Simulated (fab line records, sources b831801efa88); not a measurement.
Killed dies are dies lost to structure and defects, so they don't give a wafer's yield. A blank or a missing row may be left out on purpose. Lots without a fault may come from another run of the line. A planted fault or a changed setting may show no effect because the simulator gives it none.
One fault seen from 2 desks | flow gf180mcu | each desk has only its own numbers; what lay behind them comes last

THE TOOL OWNER'S DESK: pvd_sputter-03
The tool's own readings at GF_MIM_SPUTTER_01 (material TiN, target thk 30 nm, time 25 s): means of the sampled wafers that have a number, for each lot that ran on this tool. A lot is out of limits, marked OUT, if its mean lies more than 4 standard deviations from the usual mean; the brackets give that distance.
Columns: A = throttle_valve_pct at GF_MIM_SPUTTER_01, usual 30.0 %
lot  | first seen here | A
L931 | day 25 23:18    | 28.6
L943 | day 29 15:07    | 30.9
L944 | day 30 00:55    | 29.8
This desk's finding: nothing out of limits on any of the 3 lots.

THE METROLOGY DESK
What the gauges read, lot by lot, whatever tool the lot ran on: means of the sampled wafers that have a number. A lot is out of limits, marked OUT, if its mean lies more than 4 standard deviations from the usual mean; the brackets give that distance.
Columns: A = V4_W_RS at GF_V4_RS_MEAS_24, usual 0.330 ohm/sq; B = V4_W_THK at GF_V4_THK_MEAS_25, usual 355 nm
lot  | first seen here | A     | B
L931 | day 25 22:43    | 0.329 | 352
L943 | day 29 14:32    | 0.332 | 351
L944 | day 30 00:21    | 0.330 | 349
L947 | day 30 22:40    | 0.331 | 351
L949 | day 31 07:21    | 0.331 | 358
This desk's finding: nothing out of limits on any of the 5 lots.

PUT TOGETHER
The tool owner's desk saw nothing out of limits.
The metrology desk saw nothing out of limits.

WHAT THE SIMULATOR HAD PUT IN
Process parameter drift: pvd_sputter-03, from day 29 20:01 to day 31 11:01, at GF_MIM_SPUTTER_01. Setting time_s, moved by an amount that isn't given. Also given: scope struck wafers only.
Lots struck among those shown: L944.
